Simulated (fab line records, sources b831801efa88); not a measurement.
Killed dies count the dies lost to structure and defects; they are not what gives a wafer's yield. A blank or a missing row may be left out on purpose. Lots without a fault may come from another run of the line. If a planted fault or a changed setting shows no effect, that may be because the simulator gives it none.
A lot that was struck, set against a sound lot / flow sfq-line / 6 out of 325 route steps
Sound: the wafers L823.2, L823.3, L823.6. Struck: wafer L835.3. (L835.5, L835.6 of the same lot were not struck and are left out.) The cause comes at the end.
Each step with rows lists, per side, the tool, then ch with its chambers, then its first start. Under that, the readings that differ: sound wafers / struck wafers / difference of the means / sigmas: that difference in standard deviations of wafers without a fault.
alike: a reading whose means differ by less than 2 such deviations, as well as words and numbers matching on both sides. not compared: withheld readings; readings where some wafer has no value; bounds like >300 that might hide an equal value; numbers whose values overlap and for which the record gives no deviation.
Wherever a step has rows on one side only, a row that says differs or no value, or a row with sigmas, the two part there. When numbers do not overlap yet have no deviation, they are printed without sigmas and do not part them. Lack of a reading on every wafer of one side parts them only where that side has two or more wafers.

SFQ_INCOMING_BOW_MEAS_900:
  sound: film-metro-04 at day 1 15:01; struck: film-metro-04 at day 4 03:02
  alike: INCOMING_BOW
then, 1 step without rows for these wafers: SFQ_TRILAYER_INCOMING_OXIDATION_002 (target thk 500 nm, ox time 4939 s).
SFQ_TRILAYER_L0_DEP_SPUTTER_003: material MoNx KI, target thk 40 nm, time 100 s.
  sound: pvd-sputter-04 at day 1 17:29; struck: pvd-sputter-03 at day 4 05:29
reading=throttle-valve-pct (%); sound=28.8 27.8 29.9; struck=31.7; difference=+2.9; sigmas=+2
SFQ_L0_RS_MEAS_901: a four-point-probe measurement.
  sound: film-metro-04 at day 1 17:35; struck: film-metro-04 at day 4 05:36
reading=L0_MONX_KI_RS (ohm/sq); sound=43.2 43.0 43.4; struck=44.8; difference=+1.6; sigmas=+4
SFQ_L0_THK_MEAS_902: measures by xrf.
  sound: film-metro-04 at day 1 17:41; struck: film-metro-04 at day 4 05:42
reading=L0_MONX_KI_THK (nm); sound=39.6 40.0 39.4; struck=38.4; difference=-1.3; sigmas=-3
then, 1 step without rows for these wafers: SFQ_TRILAYER_L0_LITHO_COAT_010 (resist thk 62 nm).

== WHERE THEY PART ==
First at SFQ_TRILAYER_L0_DEP_SPUTTER_003; last, within this record, at SFQ_L0_THK_MEAS_902.

WHY: whatever the simulator had introduced
Site profile drift: pvd-sputter-03, from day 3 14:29 on, at SFQ_TRILAYER_L0_DEP_SPUTTER_003. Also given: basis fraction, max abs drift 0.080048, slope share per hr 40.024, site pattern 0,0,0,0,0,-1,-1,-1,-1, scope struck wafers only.
